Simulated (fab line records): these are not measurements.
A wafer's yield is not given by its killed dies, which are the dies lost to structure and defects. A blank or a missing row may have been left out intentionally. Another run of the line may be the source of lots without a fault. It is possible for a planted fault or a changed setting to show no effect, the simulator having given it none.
Chamber matching | flow gf180mcu | GF_V1_CVD_02 on pecvd-01 has 3 sister chambers
The step deposits SiO2 from TEOS, target thk 850 nm, time 94.851 s. 3 wafers are shown with their chamber, then 7 later ones without.

## WAFERS, EACH WITH ITS CHAMBER
wafer  | chamber | heater_power_w (W)
L077.4 | 0       | 743
L078.5 | 2       | 639
L080.4 | 1       | 759

## WAFERS MISSING THEIR CHAMBER
wafer  | heater_power_w (W)
L080.6 | 494
L081.1 | 603
L081.2 | 569
L081.5 | 611
L096.1 | 537
L096.4 | 574
L096.5 | 610

## CHAMBER TAKEN BY EACH
wafer  | from the rows above          | in truth
L080.6 | can't be placed: 2 or 0 or 1 | 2
L081.1 | can't be placed: 2 or 0 or 1 | 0
L081.2 | can't be placed: 2 or 0 or 1 | 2
L081.5 | can't be placed: 2 or 0 or 1 | 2
L096.1 | can't be placed: 2 or 0 or 1 | 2
L096.4 | can't be placed: 2 or 0 or 1 | 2
L096.5 | can't be placed: 2 or 0 or 1 | 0
Correct placement for 0 of the 7. Can't be placed from these rows: 7 (the true chamber is among the candidates in 7). Wrongly placed: 0.
How it was worked out, from the rows above alone: a wafer's distance from a chamber is the root of the sum, over the readings, of the square of ((its reading less the chamber's mean) divided by the reading's scatter). The wafer belongs to the nearest chamber; if the next one is less than 2 further off, it can't be placed. A chamber's mean is the mean of its shown wafers. The scatter (one wafer shown for each chamber): square how far every hidden wafer sits from the nearest shown wafer, average those squares and take the square root.
